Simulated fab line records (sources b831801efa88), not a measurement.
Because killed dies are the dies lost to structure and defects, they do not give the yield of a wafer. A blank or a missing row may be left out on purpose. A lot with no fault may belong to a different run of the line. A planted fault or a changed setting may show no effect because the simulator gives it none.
fab line records + flow gf180mcu + part 2 of 2: steps 23 to 33 of 33
[record]
- lots = 5
- wafers = 15
- last_day = 34
route steps=602 shown MIM@515 M5@526 V5@540
lots that met no fault: from a run of the same line without faults
start_h: start of the lot's first displayed wafer, in hours after the record's first day + wait_h: hours elapsed since this lot's preceding step + " unchanged from the row above + L1.1+2: several wafers, shown together as one row + - no value present, or no start provided + * or withheld: withheld + < > ~ a bound
route shown NAME@n: NAME is a module with steps in the file, n the number in the route of the first one + usual: average and standard deviation across the fault-free wafers + same: alike in all rows + chamber/n: place in a boat + sites: per-site readings + _std_site: the values' standard deviation + _edge_site: inner sites' mean taken away from outer sites' mean + radius_mm: how far each site lies from the wafer's centre + mask NAME#n: copy n + behind: the most recent tool/chamber to have shaped the wafer + hold: the reason the lot was held/the length of the hold in hours/how it ended + device: names the non-switching transistor (n, p or np) + end of line: tests of these same wafers at the route's end + a step without rows: its recipe alone + killed: not the wafer's yield, but the dies lost to structure and defects at the first sort + map: a wafer's dies, marking killed ones x, the rest . and places with no die _
set.NAME: the setting as run; set.NAME@STEP: as run at that earlier step + model.NAME: the simulator's own value behind a step, which no gauge read
lots at selected steps of the route; one table per step, one row per wafer
services: a tool's chamber out of use, with start hour (start_h, from the record's first day; less than 0 if before it), hours out, and reason
[[steps]]
[step GF_M5_STRIP_11]
[recipe]
- chemistry = O2/N2
- power_w = 1400
- pressure_mtorr = 1500
- platen_temp_c = 250
- o2_flow_sccm = 3000
- n2_flow_sccm = 300
- overash_fraction = 0.5
[usual]
- drypump_motor_current_A = 5.7/0.42
- heater_power_w = 336/44
- n2_flow_sccm = 300.2/0.88
- oes_product_au = 0.544/0.0055
- strip_time_to_endpoint_s = 7.51/0.05
[same]
- overash_fraction = 0.5
| lot.wafer | tool            | chamber | start_h | wait_h | drypump_motor_current_A | heater_power_w | n2_flow_sccm | oes_product_au | rf_hours_counter_h | strip_time_to_endpoint_s |
|-----------|-----------------|---------|---------|--------|-------------------------|----------------|--------------|----------------|--------------------|--------------------------|
| L078.4    | plasma_asher-04 | 0       | 658.15  | 0.1    | 5.7                     | 348            | 301.2        | 0.539          | -                  | 7.44                     |
| L078.5    | "               | 0       | "       | "      | 5.7                     | 341            | 299.8        | 0.539          | -                  | 7.45                     |
| L078.6    | "               | 1       | "       | "      | 5.4                     | 402            | 300.1        | 0.542          | -                  | 7.51                     |
| L081.1    | plasma_asher-01 | 0       | 681.88  | 0.1    | 5.6                     | 266            | 300.3        | 0.540          | 25                 | 7.51                     |
| L081.4    | "               | 0       | "       | "      | 5.6                     | 265            | 301.5        | 0.541          | -                  | 7.52                     |
| L081.6    | "               | 1       | "       | "      | 5.1                     | 324            | 299.1        | 0.547          | -                  | 7.49                     |
| L092.3    | plasma_asher-02 | 0       | 753.58  | 0.1    | 6.5                     | 388            | 300.9        | 0.543          | -                  | 7.64                     |
| L092.4    | "               | 1       | "       | "      | 6.1                     | 305            | 301.8        | 0.553          | -                  | 7.59                     |
| L092.6    | "               | 0       | "       | "      | 6.5                     | 393            | 301.1        | 0.543          | -                  | 7.59                     |
| L095.2    | plasma_asher-04 | 1       | 767.63  | 0.1    | 5.5                     | 377            | 298.8        | 0.553          | 3                  | 7.51                     |
| L095.5    | "               | 1       | "       | "      | 5.5                     | 375            | 297.7        | 0.544          | -                  | 7.50                     |
| L095.6    | "               | 0       | "       | "      | 5.6                     | 330            | 300.6        | 0.544          | -                  | 7.56                     |
| L096.2    | plasma_asher-04 | 0       | 774.83  | 0.1    | 5.6                     | 341            | 300.5        | 0.538          | 3                  | 7.48                     |
| L096.3    | "               | 0       | "       | "      | 5.6                     | 346            | 300.1        | 0.547          | -                  | 7.49                     |
| L096.4    | "               | 1       | "       | "      | 5.5                     | 376            | 299.5        | 0.539          | -                  | 7.50                     |
[step GF_M5_STRIP_12]
[recipe]
- chemistry = post_etch_residue_remover
- time_s = 1200
- temp_c = 72.5
| lot.wafer  | tool         | chamber | start_h | wait_h |
|------------|--------------|---------|---------|--------|
| L078.4+5+6 | wet_bench-03 | 0       | 658.22  | 0.0    |
| L081.1+4+6 | wet_bench-04 | 2       | 681.98  | 0.1    |
| L092.3+4+6 | wet_bench-03 | 0       | 753.64  | 0.0    |
| L095.2+5+6 | wet_bench-03 | 3       | 767.73  | 0.1    |
| L096.2+3+4 | wet_bench-03 | 3       | 774.93  | 0.1    |
[step GF_M5_CLEAN_13]
[recipe]
- chemistry = DIW
- dry = n2_spin
| lot.wafer  | tool         | chamber | start_h | wait_h |
|------------|--------------|---------|---------|--------|
| L078.4+5+6 | wet_bench-04 | 2       | 658.56  | 0.0    |
| L081.1+4+6 | wet_bench-03 | 1       | 682.32  | 0.0    |
| L092.3+4+6 | wet_bench-04 | 2       | 753.98  | 0.0    |
| L095.2+5+6 | wet_bench-04 | 3       | 768.07  | 0.0    |
| L096.2+3+4 | wet_bench-02 | 2       | 775.27  | 0.0    |
[step GF_V5_CVD_00]
[recipe]
- material = SiO2
- target_thk_nm = 300
- sigma_open_frac = 0.3
- temp_c = 400
- time_s = 50
- sih4_flow_sccm = 60
- pressure_mtorr = 6
| lot.wafer  | tool      | chamber | start_h | wait_h |
|------------|-----------|---------|---------|--------|
| L078.4+5+6 | hdpcvd-02 | 0,2,1   | 658.68  | 0.0    |
| L081.1+4+6 | hdpcvd-02 | 1,0,2   | 682.41  | 0.0    |
| L092.3+4+6 | hdpcvd-01 | 0,2,1   | 754.08  | 0.0    |
| L095.2+5+6 | hdpcvd-01 | 1,1,0   | 768.17  | 0.0    |
| L096.2+3+4 | hdpcvd-02 | 1,2,1   | 775.36  | 0.0    |
[step GF_V5_THK_MEAS_01]
[recipe]
- reads = SiO2_of_V5_CVD_00
[usual]
- V5_CVD_00_THK = 301/3.1
| lot.wafer | tool          | chamber | start_h | wait_h | V5_CVD_00_THK[nm] |
|-----------|---------------|---------|---------|--------|-------------------|
| L078.4    | film_metro-04 | -       | 658.73  | 0.0    | 302               |
| L078.5    | "             | -       | "       | "      | 301               |
| L078.6    | "             | -       | "       | "      | 299               |
| L081.1    | film_metro-01 | -       | 682.46  | 0.0    | 297               |
| L081.4    | "             | -       | "       | "      | 301               |
| L081.6    | "             | -       | "       | "      | 299               |
| L092.3    | film_metro-01 | -       | 754.14  | 0.0    | 301               |
| L092.4    | "             | -       | "       | "      | 298               |
| L092.6    | "             | -       | "       | "      | 302               |
| L095.2    | film_metro-03 | -       | 768.23  | 0.0    | 305               |
| L095.5    | "             | -       | "       | "      | 304               |
| L095.6    | "             | -       | "       | "      | 301               |
| L096.2    | film_metro-01 | -       | 775.42  | 0.0    | 297               |
| L096.3    | "             | -       | "       | "      | 299               |
| L096.4    | "             | -       | "       | "      | 294               |
[step GF_V5_CVD_02]
[recipe]
- material = SiO2
- target_thk_nm = 1450
- precursor = TEOS
- temp_c = 400
- time_s = 163.28
- rf_w = 623.9
[usual]
- heater_power_w = 667/130
| lot.wafer | tool     | chamber | start_h | wait_h | heater_power_w |
|-----------|----------|---------|---------|--------|----------------|
| L078.4    | pecvd-02 | 0       | 658.82  | 0.1    | 520            |
| L078.5    | "        | 1       | "       | "      | 552            |
| L078.6    | "        | 2       | "       | "      | 947            |
| L081.1    | pecvd-02 | 2       | 682.52  | 0.1    | 998            |
| L081.4    | "        | 1       | "       | "      | 537            |
| L081.6    | "        | 0       | "       | "      | 643            |
| L092.3    | pecvd-03 | 1       | 754.18  | 0.0    | 527            |
| L092.4    | "        | 2       | "       | "      | 552            |
| L092.6    | "        | 1       | "       | "      | 604            |
| L095.2    | pecvd-02 | 2       | 768.28  | 0.0    | 940            |
| L095.5    | "        | 2       | "       | "      | 1024           |
| L095.6    | "        | 1       | "       | "      | 549            |
| L096.2    | pecvd-02 | 2       | 775.47  | 0.0    | 878            |
| L096.3    | "        | 1       | "       | "      | 649            |
| L096.4    | "        | 1       | "       | "      | 559            |
[step GF_V5_THK_MEAS_03]
[recipe]
- reads = SiO2_of_V5_CVD_02
[usual]
- V5_CVD_02_THK = 1471/19
| lot.wafer | tool          | chamber | start_h | wait_h | V5_CVD_02_THK[nm] |
|-----------|---------------|---------|---------|--------|-------------------|
| L078.4    | film_metro-01 | -       | 658.90  | 0.0    | 1482              |
| L078.5    | "             | -       | "       | "      | 1478              |
| L078.6    | "             | -       | "       | "      | 1480              |
| L081.1    | film_metro-03 | -       | 682.63  | 0.1    | 1449              |
| L081.4    | "             | -       | "       | "      | 1475              |
| L081.6    | "             | -       | "       | "      | 1452              |
| L092.3    | film_metro-04 | -       | 754.31  | 0.1    | 1465              |
| L092.4    | "             | -       | "       | "      | 1464              |
| L092.6    | "             | -       | "       | "      | 1486              |
| L095.2    | film_metro-01 | -       | 768.39  | 0.1    | 1482              |
| L095.5    | "             | -       | "       | "      | 1489              |
| L095.6    | "             | -       | "       | "      | 1509              |
| L096.2    | film_metro-03 | -       | 775.59  | 0.1    | 1466              |
| L096.3    | "             | -       | "       | "      | 1473              |
| L096.4    | "             | -       | "       | "      | 1489              |
[step GF_V5_CMP_04]
[recipe]
- material = SiO2
- down_force_psi = 4
- platen_rpm = 60
- pad_velocity_m_s = 0.94248
[usual]
- head_pressure_psi = 4.000/0.009
- motor_current_A = 12.5/1.1
- slurry_filter_dp_kPa = 13.49/0.14
| lot.wafer | tool   | chamber | start_h | wait_h | head_pressure_psi | motor_current_A | slurry_filter_dp_kPa |
|-----------|--------|---------|---------|--------|-------------------|-----------------|----------------------|
| L078.4    | cmp-01 | 2       | 659.03  | 0.1    | 3.997             | 10.7            | 13.37                |
| L078.6    | "      | 0       | "       | "      | 4.006             | 13.0            | 13.43                |
| L078.5    | "      | 1       | "       | "      | 3.996             | 13.7            | 13.54                |
| L081.4    | cmp-01 | 0       | 682.69  | 0.0    | 4.005             | 12.2            | 13.47                |
| L081.1    | "      | 3       | "       | "      | 3.989             | 14.4            | 13.58                |
| L081.6    | "      | 1       | "       | "      | 4.005             | 12.9            | 13.40                |
| L092.4    | cmp-01 | 3       | 754.35  | 0.0    | 3.989             | 13.7            | 13.74                |
| L092.3    | "      | 2       | "       | "      | 4.004             | 11.0            | 13.53                |
| L092.6    | "      | 3       | "       | "      | 3.999             | 13.7            | 13.49                |
| L095.2    | cmp-01 | 2       | 768.54  | 0.1    | 3.996             | 10.9            | 13.51                |
| L095.5    | "      | 0       | "       | "      | 3.988             | 12.4            | 13.44                |
| L095.6    | "      | 1       | "       | "      | 3.980             | 13.3            | 13.56                |
| L096.4    | cmp-01 | 1       | 775.75  | 0.1    | 3.983             | 13.3            | 13.54                |
| L096.2    | "      | 2       | "       | "      | 4.017             | 11.0            | 13.51                |
| L096.3    | "      | 0       | "       | "      | 4.010             | 12.8            | 13.51                |
[step GF_V5_BOW_MEAS_05]
[recipe]
- mode = bow
[usual]
- V5_BOW = 138/9.4
| lot.wafer | tool          | chamber | start_h | wait_h | V5_BOW[um] |
|-----------|---------------|---------|---------|--------|------------|
| L078.4    | film_metro-04 | -       | 659.29  | 0.2    | 126        |
| L078.5    | "             | -       | "       | "      | 126        |
| L078.6    | "             | -       | "       | "      | 129        |
| L081.1    | film_metro-01 | -       | 682.99  | 0.1    | 130        |
| L081.4    | "             | -       | "       | "      | 134        |
| L081.6    | "             | -       | "       | "      | 132        |
| L092.3    | film_metro-03 | -       | 754.69  | 0.1    | 138        |
| L092.4    | "             | -       | "       | "      | 130        |
| L092.6    | "             | -       | "       | "      | 137        |
| L095.2    | film_metro-01 | -       | 768.76  | 0.2    | 147        |
| L095.5    | "             | -       | "       | "      | 142        |
| L095.6    | "             | -       | "       | "      | 145        |
| L096.2    | film_metro-03 | -       | 776.07  | 0.2    | 146        |
| L096.3    | "             | -       | "       | "      | 133        |
| L096.4    | "             | -       | "       | "      | 133        |
[step GF_V5_DEHYDRATE_06]
[recipe]
- temp_c = 200
- time_s = 60
[usual]
- exhaust_pa = 45.2/0.82
- plate_temp_C = 200.02/0.17
| lot.wafer | tool           | chamber | start_h | wait_h | exhaust_pa | plate_temp_C |
|-----------|----------------|---------|---------|--------|------------|--------------|
| L078.4    | litho_track-03 | 0       | 668.58  | 9.3    | 45.5       | 199.58       |
| L078.5    | "              | 0       | "       | "      | 44.1       | 199.80       |
| L078.6    | "              | 0       | "       | "      | 46.3       | 199.74       |
| L081.1    | litho_track-03 | 0       | 692.20  | 9.2    | 44.5       | 199.93       |
| L081.4    | "              | 0       | "       | "      | 46.8       | 200.02       |
| L081.6    | "              | 0       | "       | "      | 44.5       | 199.92       |
| L092.3    | litho_track-03 | 0       | 762.60  | 7.9    | 44.6       | 199.99       |
| L092.4    | "              | 0       | "       | "      | 45.3       | 200.29       |
| L092.6    | "              | 0       | "       | "      | 44.9       | 200.01       |
| L095.2    | litho_track-01 | 0       | 776.76  | 8.0    | 46.0       | 199.78       |
| L095.5    | "              | 0       | "       | "      | 46.7       | 199.91       |
| L095.6    | "              | 0       | "       | "      | 46.0       | 199.84       |
| L096.2    | litho_track-03 | 0       | 783.48  | 7.4    | 44.2       | 199.93       |
| L096.3    | "              | 0       | "       | "      | 44.3       | 200.07       |
| L096.4    | "              | 0       | "       | "      | 45.1       | 200.08       |
[step GF_V5_HMDS_07]
[recipe]
- prime_time_s = 60
- prime_temp_c = 120
[usual]
- exhaust_pa = 45.0/0.85
- prime_temp_c = 119.98/0.14
| lot.wafer | tool           | chamber | start_h | wait_h | exhaust_pa | prime_temp_c |
|-----------|----------------|---------|---------|--------|------------|--------------|
| L078.4    | litho_track-03 | 0       | 668.73  | 0.1    | 46.5       | 119.71       |
| L078.5    | "              | 0       | "       | "      | 44.6       | 120.00       |
| L078.6    | "              | 0       | "       | "      | 45.1       | 120.03       |
| L081.1    | litho_track-03 | 0       | 692.35  | 0.1    | 44.4       | 120.08       |
| L081.4    | "              | 0       | "       | "      | 44.5       | 120.24       |
| L081.6    | "              | 0       | "       | "      | 44.8       | 120.42       |
| L092.3    | litho_track-03 | 0       | 762.75  | 0.1    | 45.6       | 120.28       |
| L092.4    | "              | 0       | "       | "      | 46.3       | 120.10       |
| L092.6    | "              | 0       | "       | "      | 45.7       | 120.36       |
| L095.2    | litho_track-01 | 0       | 776.91  | 0.1    | 45.1       | 119.90       |
| L095.5    | "              | 0       | "       | "      | 44.0       | 119.89       |
| L095.6    | "              | 0       | "       | "      | 46.1       | 120.07       |
| L096.2    | litho_track-03 | 0       | 783.63  | 0.1    | 47.2       | 119.94       |
| L096.3    | "              | 0       | "       | "      | 44.6       | 119.94       |
| L096.4    | "              | 0       | "       | "      | 45.2       | 119.94       |
[[services]]
| tool             | chamber | start_h | hours | kind   |
|------------------|---------|---------|-------|--------|
| krf_scanner-01   | -       | 603.32  | 1.0   | pm     |
| rie_diel-01      | 3       | 614.48  | 5.2   | repair |
| krf_scanner-01   | -       | 617.84  | 0.8   | pm     |
| plasma_asher-02  | -       | 618.43  | 2.8   | pm     |
| krf_scanner-01   | -       | 628.61  | 1.3   | pm     |
| iline_stepper-01 | -       | 629.81  | 6.8   | repair |
| plasma_asher-03  | -       | 632.86  | 4.0   | pm     |
| cmp-01           | -       | 636.91  | 0.2   | repair |
| krf_scanner-01   | -       | 640.89  | 0.5   | repair |
| cmp-01           | -       | 642.12  | 2.9   | repair |
| wet_bench-02     | -       | 643.59  | 5.2   | repair |
| rie_diel-01      | 1       | 657.72  | 9.2   | repair |
| iline_stepper-02 | -       | 664.44  | 1.7   | pm     |
| krf_scanner-01   | -       | 699.79  | 1.5   | pm     |
| plasma_asher-04  | -       | 705.05  | 15.6  | pm     |
| cmp-01           | -       | 705.58  | 3.6   | pm     |
| krf_scanner-01   | -       | 706.83  | 2.0   | repair |
| plasma_asher-04  | -       | 733.75  | 9.0   | pm     |
| pecvd-02         | 1       | 737.00  | 10.5  | repair |
| cmp-01           | -       | 741.59  | 0.8   | repair |
| plasma_asher-03  | -       | 759.12  | 2.8   | pm     |
| krf_scanner-01   | -       | 772.32  | 1.0   | pm     |
| rie_metal-04     | -       | 777.38  | 2.8   | pm     |
| rie_diel-02      | 3       | 778.78  | 9.5   | repair |
